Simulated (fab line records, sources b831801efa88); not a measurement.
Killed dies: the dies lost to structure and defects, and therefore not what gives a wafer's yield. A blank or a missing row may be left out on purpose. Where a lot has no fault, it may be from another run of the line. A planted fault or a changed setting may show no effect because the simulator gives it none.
fab line records ; flow sky130
[record] lots = 13; wafers = 38; lastDay = 49
route steps=708 shown FIELD_ISO@1 PWDE@54 PAD_OPEN@708
lots with no fault: from the same line, run without faults
startH: hours from the record's opening day to when the first of the lot's shown wafers began ; waitH: hours from the lot's prior step to this one ; " as in the row above ; L1.1+2: a single row standing in for several wafers ; - no value, or no start was given ; * or withheld: withheld ; < > ~ a bound
route shown NAME@n: a module of which the file shows steps, and the number in the route of the first ; usual: mean and standard deviation over wafers with no fault ; same: alike in all rows ; chamber/n: place in a boat ; sites: the reading at each site ; _std_site: their standard deviation ; _edge_site: mean of outer sites minus mean of inner sites ; radiusMm: for every site, how far away it sits from the centre of the wafer ; mask NAME#n: copy n ; behind: the last tool/chamber to shape the wafer ; hold: reason for holding the lot/hours on hold/outcome of the hold ; device: which transistor (n, p or np) failed to switch ; end of line: the route-end tests of the same wafers ; step lacking rows: just its recipe ; killed: dies that structure and defects cost at the first sort, which is not the same as the wafer's yield ; map: a wafer's dies, x killed, . not, _ none there
set.NAME: the run value of the setting; set.NAME@STEP: its run value at that earlier step ; model.NAME: the simulator's own value behind a step, which no gauge read
route steps across a sampled set of lots; one table per step, one row per wafer
services: a tool's chamber out of use, with start hour (startH, from the record's first day; less than 0 if before it), hours out, and reason
[[steps]]
[step SKY_FIELD_ISO_BOW_MEAS_00]
[recipe] mode = bow
[usual] INCOMING_BOW = 0/6.7
lot.wafer;tool;chamber;startH;waitH;INCOMING_BOW[um]
L447.1;filmMetro-02;-;10.00;-;-4
L447.4;filmMetro-02;-;10.00;-;-3
L447.5;filmMetro-02;-;10.00;-;3
L448.2;filmMetro-03;-;15.02;-;4
L448.3;filmMetro-03;-;15.02;-;15
L448.5;filmMetro-03;-;15.02;-;-5
L455.2;filmMetro-03;-;50.02;-;-2
L455.3;filmMetro-03;-;50.02;-;1
L457.3;filmMetro-03;-;60.04;-;1
L457.4;filmMetro-03;-;60.04;-;7
L457.5;filmMetro-03;-;60.04;-;8
L458.2;filmMetro-02;-;65.02;-;7
L458.4;filmMetro-02;-;65.02;-;-14
L458.5;filmMetro-02;-;65.02;-;-7
L459.2;filmMetro-02;-;70.03;-;-7
L459.4;filmMetro-02;-;70.03;-;9
L459.6;filmMetro-02;-;70.03;-;-1
L460.2;filmMetro-01;-;75.02;-;8
L460.4;filmMetro-01;-;75.02;-;-3
L460.5;filmMetro-01;-;75.02;-;2
L461.1;filmMetro-02;-;80.00;-;-7
L461.4;filmMetro-02;-;80.00;-;-1
L461.5;filmMetro-02;-;80.00;-;-1
L464.2;filmMetro-01;-;95.02;-;-5
L464.3;filmMetro-01;-;95.02;-;-5
L464.4;filmMetro-01;-;95.02;-;-3
L465.1;filmMetro-02;-;100.00;-;-2
L465.2;filmMetro-02;-;100.00;-;3
L465.4;filmMetro-02;-;100.00;-;-2
L466.1;filmMetro-01;-;105.00;-;-1
L466.5;filmMetro-01;-;105.00;-;3
L466.6;filmMetro-01;-;105.00;-;-1
L467.1;filmMetro-01;-;110.00;-;-2
L467.3;filmMetro-01;-;110.00;-;2
L467.5;filmMetro-01;-;110.00;-;-4
L468.1;filmMetro-01;-;115.00;-;10
L468.4;filmMetro-01;-;115.00;-;-1
L468.5;filmMetro-01;-;115.00;-;-3
[step SKY_FIELD_ISO_THK_MEAS_23]
[recipe] reads = SiO2_of_FIELD_ISO_OXIDATION_22
[usual] FIELD_ISO_OXIDATION_01_THK = 9.93/0.22
lot.wafer;tool;chamber;startH;waitH;FIELD_ISO_OXIDATION_01_THK[nm]
L447.1;filmMetro-02;-;33.48;0.0;10.12
L447.4;filmMetro-02;-;33.48;0.0;9.99
L447.5;filmMetro-02;-;33.48;0.0;10.25
L448.2;filmMetro-01;-;40.20;0.0;9.85
L448.3;filmMetro-01;-;40.20;0.0;9.85
L448.5;filmMetro-01;-;40.20;0.0;9.94
L455.2;filmMetro-02;-;74.46;0.0;10.16
L455.3;filmMetro-02;-;74.46;0.0;9.92
L457.3;filmMetro-03;-;84.50;0.0;10.05
L457.4;filmMetro-03;-;84.50;0.0;10.02
L457.5;filmMetro-03;-;84.50;0.0;9.95
L458.2;filmMetro-01;-;92.06;0.0;9.62
L458.4;filmMetro-01;-;92.06;0.0;9.70
L458.5;filmMetro-01;-;92.06;0.0;9.65
L459.2;filmMetro-01;-;95.66;0.0;9.98
L459.4;filmMetro-01;-;95.66;0.0;9.79
L459.6;filmMetro-01;-;95.66;0.0;9.96
L460.2;filmMetro-01;-;100.04;0.0;9.62
L460.4;filmMetro-01;-;100.04;0.0;9.66
L460.5;filmMetro-01;-;100.04;0.0;9.61
L461.1;filmMetro-02;-;105.10;0.0;9.84
L461.4;filmMetro-02;-;105.10;0.0;9.94
L461.5;filmMetro-02;-;105.10;0.0;9.84
L464.2;filmMetro-03;-;119.04;0.0;9.84
L464.3;filmMetro-03;-;119.04;0.0;9.66
L464.4;filmMetro-03;-;119.04;0.0;9.76
L465.1;filmMetro-01;-;123.08;0.0;9.80
L465.2;filmMetro-01;-;123.08;0.0;10.05
L465.4;filmMetro-01;-;123.08;0.0;9.92
L466.1;filmMetro-03;-;128.74;0.0;10.31
L466.5;filmMetro-03;-;128.74;0.0;10.33
L466.6;filmMetro-03;-;128.74;0.0;10.26
L467.1;filmMetro-01;-;135.07;0.0;9.57
L467.3;filmMetro-01;-;135.07;0.0;9.72
L467.5;filmMetro-01;-;135.07;0.0;9.76
L468.1;filmMetro-01;-;140.21;0.0;10.21
L468.4;filmMetro-01;-;140.21;0.0;10.09
L468.5;filmMetro-01;-;140.21;0.0;10.04
[step SKY_FIELD_ISO_CMP_27]
[recipe] stopOn = Si3N4; tOverpolishS = 16; downForcePsi = 4; platenRpm = 60; targetThkNm = 457.8; padVelocityMS = 0.94248
[usual] motorCurrentA = 12.2/1.8; overpolishRunS = 16.000/0.009; timeToEndpointS = 115/3.7
[same] tOverpolishS = 16
lot.wafer;tool;chamber;startH;waitH;motorCurrentA;overpolishRunS;timeToEndpointS
L447.1;cmp-01;2;35.83;0.0;11.7;16.000;118
L447.4;cmp-01;3;35.83;0.0;15.0;15.999;114
L447.5;cmp-01;3;35.83;0.0;14.3;15.992;113
L448.2;cmp-02;2;43.18;0.1;13.6;15.996;115
L448.3;cmp-02;3;43.18;0.1;10.7;16.010;108
L448.5;cmp-02;2;43.18;0.1;14.8;15.996;113
L455.3;cmp-01;1;76.24;0.1;12.2;15.980;113
L455.2;cmp-01;2;76.24;0.1;11.9;16.005;232
L457.3;cmp-01;1;87.73;1.6;12.0;15.991;122
L457.4;cmp-01;2;87.73;1.6;11.4;16.003;119
L457.5;cmp-01;0;87.73;1.6;10.3;16.001;228
L458.2;cmp-01;1;96.11;2.3;12.1;15.996;232
L458.4;cmp-01;2;96.11;2.3;11.8;16.010;115
L458.5;cmp-01;0;96.11;2.3;10.4;16.002;225
L459.2;cmp-02;0;98.74;0.1;11.1;16.005;115
L459.4;cmp-02;2;98.74;0.1;14.7;15.997;117
L459.6;cmp-02;3;98.74;0.1;10.3;15.983;111
L460.2;cmp-02;3;102.92;0.0;10.6;15.992;115
L460.4;cmp-02;0;102.92;0.0;11.3;16.001;117
L460.5;cmp-02;0;102.92;0.0;11.2;16.003;122
L461.1;cmp-02;1;107.21;0.1;13.9;16.005;110
L461.4;cmp-02;0;107.21;0.1;10.7;16.011;111
L461.5;cmp-02;1;107.21;0.1;12.1;16.003;114
L464.2;cmp-02;3;120.72;0.0;10.2;15.994;104
L464.4;cmp-02;1;120.72;0.0;12.5;15.990;108
L464.3;cmp-02;2;120.72;0.0;15.0;15.981;112
L465.1;cmp-02;2;125.94;0.0;15.4;16.007;121
L465.4;cmp-02;3;125.94;0.0;10.4;15.999;113
L465.2;cmp-02;0;125.94;0.0;11.3;16.014;116
L466.1;cmp-02;0;130.43;0.0;11.9;16.017;115
L466.5;cmp-02;0;130.43;0.0;11.0;15.997;112
L466.6;cmp-02;1;130.43;0.0;12.9;16.001;115
L467.1;cmp-02;3;138.18;0.1;10.1;15.993;113
L467.3;cmp-02;1;138.18;0.1;12.9;15.994;113
L467.5;cmp-02;3;138.18;0.1;10.5;15.997;108
L468.4;cmp-02;0;142.38;0.1;11.2;16.001;116
L468.1;cmp-02;1;142.38;0.1;13.5;15.998;117
L468.5;cmp-02;3;142.38;0.1;10.4;16.002;116
[step SKY_PWDE_STRIP_09]
[recipe] chemistry = O2/N2; powerW = 1400; pressureMtorr = 1500; platenTempC = withheld; o2FlowSccm = 3000; n2FlowSccm = 300; overashFraction = 0.5
[usual] drypumpMotorCurrentA = 5.9/0.48; oesProductAu = 0.723/0.0044; stripTimeToEndpointS = 36.90/0.098
[same] overashFraction = 0.5
lot.wafer;tool;chamber;startH;waitH;drypumpMotorCurrentA;oesProductAu;rfHoursCounterH;stripTimeToEndpointS
L447.1;plasmaAsher-03;0;69.75;0.1;5.4;0.722;40;36.90
L447.4;plasmaAsher-03;1;69.75;0.1;6.5;0.733;-;36.91
L447.5;plasmaAsher-03;0;69.75;0.1;5.4;0.721;-;36.93
L448.2;plasmaAsher-02;0;75.76;0.1;6.2;0.717;35;37.08
L448.3;plasmaAsher-02;1;75.76;0.1;5.4;0.721;-;37.12
L448.5;plasmaAsher-02;0;75.76;0.1;6.3;0.720;-;37.15
L455.2;plasmaAsher-02;0;114.36;0.1;6.3;0.728;39;36.85
L455.3;plasmaAsher-02;1;114.36;0.1;5.4;0.712;-;37.01
L457.3;plasmaAsher-03;1;126.14;0.1;6.6;0.725;-;36.98
L457.4;plasmaAsher-03;0;126.14;0.1;5.4;0.717;-;36.89
L457.5;plasmaAsher-03;0;126.14;0.1;5.4;0.724;-;36.93
L458.2;plasmaAsher-03;0;134.51;0.1;5.4;0.724;1;36.80
L458.4;plasmaAsher-03;0;134.51;0.1;5.4;0.725;-;36.75
L458.5;plasmaAsher-03;1;134.51;0.1;6.6;0.718;-;36.66
L459.2;plasmaAsher-02;1;138.36;0.1;5.4;0.721;41;36.87
L459.4;plasmaAsher-02;1;138.36;0.1;5.4;0.726;-;36.88
L459.6;plasmaAsher-02;0;138.36;0.1;6.2;0.727;-;36.86
L460.2;plasmaAsher-01;0;143.61;0.1;5.5;0.719;47;36.97
L460.4;plasmaAsher-01;0;143.61;0.1;5.6;0.726;-;36.85
L460.5;plasmaAsher-01;1;143.61;0.1;6.0;0.721;-;36.75
L461.1;plasmaAsher-01;1;146.35;0.1;6.0;0.725;47;36.84
L461.4;plasmaAsher-01;0;146.35;0.1;5.6;0.719;-;36.84
L461.5;plasmaAsher-01;1;146.35;0.1;6.0;0.722;-;36.77
L464.2;plasmaAsher-01;1;161.11;0.1;6.0;0.729;49;36.80
L464.3;plasmaAsher-01;1;161.11;0.1;6.0;0.721;-;36.82
L464.4;plasmaAsher-01;0;161.11;0.1;5.6;0.718;-;36.70
L465.1;plasmaAsher-03;1;168.10;0.1;6.6;0.720;5;36.76
L465.2;plasmaAsher-03;0;168.10;0.1;5.4;0.730;5;36.83
L465.4;plasmaAsher-03;1;168.10;0.1;6.6;0.726;-;36.81
L466.1;plasmaAsher-02;0;173.65;0.1;6.3;0.732;45;36.85
L466.5;plasmaAsher-02;0;173.65;0.1;6.2;0.723;-;36.89
L466.6;plasmaAsher-02;1;173.65;0.1;5.4;0.724;-;36.82
L467.1;plasmaAsher-03;1;181.41;0.1;6.6;0.726;6;36.69
L467.3;plasmaAsher-03;1;181.41;0.1;6.6;0.729;-;36.91
L467.5;plasmaAsher-03;0;181.41;0.1;5.4;0.725;-;36.70
L468.1;plasmaAsher-02;0;184.90;0.1;6.2;0.723;46;36.75
L468.4;plasmaAsher-02;0;184.90;0.1;6.3;0.719;-;36.86
L468.5;plasmaAsher-02;0;184.90;0.1;6.3;0.723;-;36.80
[step SKY_PAD_OPEN_PROBE_99]
[usual] killed_at_M0_to_M3 = 43/7.3; killed_at_M4_up = 3.2/1.8; killedAtContacts = 24/5.8; killedAtFrontEnd = 16/4.5; killedAtOther = 0.3/0.53; killedDies = 87/9.9; killedOpen = 48/6.8; killedShort = 39/6.9
[same] grossDies = 492; killedAtBackSide = 0
lot.wafer;tool;chamber;startH;waitH;killed_at_M0_to_M3;killed_at_M4_up;killedAtContacts;killedAtFrontEnd;killedAtOther;killedDies;killedOpen;killedShort
L466.1;prober-02;-;1174.73;0.1;44;3;24;20;1;92;60;32
L467.1;prober-01;-;1177.06;0.1;39;1;25;8;0;73;44;29
L468.1;prober-02;-;1184.49;0.1;38;5;31;16;0;90;43;47
L468.4;prober-02;-;1184.64;0.2;39;9;30;17;1;96;49;47
L468.5;prober-02;-;1184.69;0.2;46;3;35;15;0;99;63;36
// killed by level:class
L466.1 VIA1:geometricParticle:open=15 CONTACT:geometricParticle:open=11 VIA2:geometricParticle:open=7 FIELD_ISO:geometricParticle:open=5 METAL2:geometricParticle:short=5 FIELD_ISO:geometricParticle:short=4 POLY_GATE:geometricParticle:open=4 LOCAL_INTERCONNECT:geometricParticle:short=4
L467.1 VIA3:geometricParticle:open=12 VIA2:geometricParticle:open=10 LI_CONTACT:geometricParticle:open=8 LOCAL_INTERCONNECT:geometricParticle:short=8 CONTACT:geometricParticle:open=6 METAL1:geometricParticle:short=6 METAL2:geometricParticle:short=4 FIELD_ISO:geometricParticle:open=3
L468.1 CONTACT:geometricParticle:short=9 LI_CONTACT:geometricParticle:open=8 VIA1:geometricParticle:open=8 FIELD_ISO:geometricParticle:open=7 FIELD_ISO:geometricParticle:short=7 VIA2:geometricParticle:open=7 METAL4:geometricParticle:short=5 METAL1:geometricParticle:short=5
L468.4 CONTACT:geometricParticle:open=12 VIA1:geometricParticle:open=10 FIELD_ISO:geometricParticle:short=7 LI_CONTACT:geometricParticle:open=7 METAL4:geometricParticle:short=7 FIELD_ISO:geometricParticle:open=6 LOCAL_INTERCONNECT:geometricParticle:short=6 VIA2:geometricParticle:open=5
L468.5 CONTACT:geometricParticle:open=16 VIA2:geometricParticle:open=13 VIA3:geometricParticle:open=9 POLY_GATE:geometricParticle:open=6 LI_CONTACT:geometricParticle:open=6 LOCAL_INTERCONNECT:geometricParticle:short=6 VIA1:geometricParticle:open=5 FIELD_ISO:geometricParticle:open=4
[[services]]
tool;chamber;startH;hours;kind
cmp-01;-;20.03;3.7;repair
plasmaAsher-02;-;23.25;8.9;repair
cmp-02;-;23.72;13.4;pm
plasmaAsher-03;-;27.42;4.0;pm
cmp-01;-;43.29;2.0;repair
plasmaAsher-02;-;56.41;4.5;repair
cmp-02;-;57.00;5.1;pm
cmp-02;-;64.07;4.0;pm
plasmaAsher-03;-;66.34;0.5;repair
cmp-02;-;68.06;6.5;repair
cmp-02;-;68.07;-;consumableReplace:conditioner
cmp-02;-;68.07;-;consumableReplace:pad
cmp-02;-;81.98;15.1;repair
plasmaAsher-03;-;84.79;0.5;repair
plasmaAsher-03;-;108.75;9.0;pm
plasmaAsher-03;0;108.75;9.0;ventCycle
plasmaAsher-03;1;108.75;9.0;ventCycle
plasmaAsher-03;0;117.75;-;clean
plasmaAsher-03;1;117.75;-;clean
cmp-01;-;120.36;1.7;repair
cmp-01;-;127.08;2.0;repair
cmp-01;-;128.94;1.9;repair
cmp-02;-;179.62;5.5;repair
[[key]]
[firstSign] step = SKY_FIELD_ISO_CMP_27; reading = timeToEndpointS; direction = up; sigmas = 31; usual = *; struck = *
effect none on later readings
metAt SKY_FIELD_ISO_CMP_27
struckLots L455,L457,L458
struckWafers L455.2,L457.5,L458.2,L458.5
testerLeftOut L455,L457,L458
notActingAt SKY_FIELD_ISO_BOW_MEAS_00,SKY_FIELD_ISO_THK_MEAS_23,SKY_PWDE_STRIP_09
onsetBetween 35.83 76.24
[fault] kind = processParameterDrift; tool = cmp-01; chamber = -; onsetH = 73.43; steps = SKY_FIELD_ISO_CMP_27; channel = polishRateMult; offset = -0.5; shape = step; endH = 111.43; scope = struckWafersOnly
// testerLeftOut: of these lots the tester's yield and bins aren't shown, on N5 and GAA mostly nor the transistor test; their killed dies are dies lost to structure and defects alone, not to doping, threshold or leakage, so they don't give the yield
